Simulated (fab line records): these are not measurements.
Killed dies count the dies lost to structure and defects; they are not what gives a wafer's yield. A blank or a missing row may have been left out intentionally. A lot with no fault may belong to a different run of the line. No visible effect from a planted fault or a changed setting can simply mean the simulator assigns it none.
Matching of chambers + flow gf180mcu + pecvd-02 running GF_V4_CVD_02: 3 sister chambers
The step deposits SiO2 from TEOS, target thk 850 nm, time 94.851 s. 14 wafers are shown with their chamber, then 7 later ones without.

## WAFERS, EACH WITH ITS CHAMBER
| wafer  | chamber | heater_power_w (W) |
|--------|---------|--------------------|
| L074.2 | 1       | 586                |
| L074.3 | 0       | 1021               |
| L074.4 | 2       | 710                |
| L075.2 | 2       | 735                |
| L075.5 | 0       | 847                |
| L075.6 | 2       | 594                |
| L076.1 | 2       | 730                |
| L076.3 | 0       | 848                |
| L076.6 | 0       | 937                |
| L077.2 | 1       | 583                |
| L077.3 | 2       | 726                |
| L077.6 | 1       | 458                |
| L079.3 | 1       | 548                |
| L079.4 | 2       | 688                |

SIGNATURES (averages over the wafers above)
| reading        | chamber 0 | chamber 1 | chamber 2 | scatter within a chamber |
|----------------|-----------|-----------|-----------|--------------------------|
| heater_power_w | 913.25    | 543.75    | 697.17    | 64.5                     |
Rule: distance of a wafer from a chamber = root of the sum over the readings of ((wafer's reading minus chamber's mean) / reading's scatter) squared. The wafer belongs to the nearest chamber; if the next one is less than 2 further off, it can't be placed. The scatter: take each reading less its chamber's mean, square it, sum over the shown wafers, divide by the number of wafers less the number of chambers, and take the root.

## WAFERS WITH NO CHAMBER GIVEN
| wafer  | heater_power_w (W) |
|--------|--------------------|
| L079.5 | 840                |
| L082.1 | 510                |
| L082.2 | 711                |
| L082.3 | 942                |
| L085.4 | 1044               |
| L085.5 | 720                |
| L085.6 | 578                |

## THE CHAMBER EACH PASSED THROUGH
| wafer  | from the rows above     | in truth |
|--------|-------------------------|----------|
| L079.5 | can't be placed: 0 or 2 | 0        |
| L082.1 | 1                       | 1        |
| L082.2 | 2                       | 2        |
| L082.3 | 0                       | 0        |
| L085.4 | 0                       | 0        |
| L085.5 | 2                       | 2        |
| L085.6 | can't be placed: 1 or 2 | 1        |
Correctly placed: 5 of 7. Not placeable from these rows: 2 (in 2, the candidates include the true chamber). 0 placed wrongly.
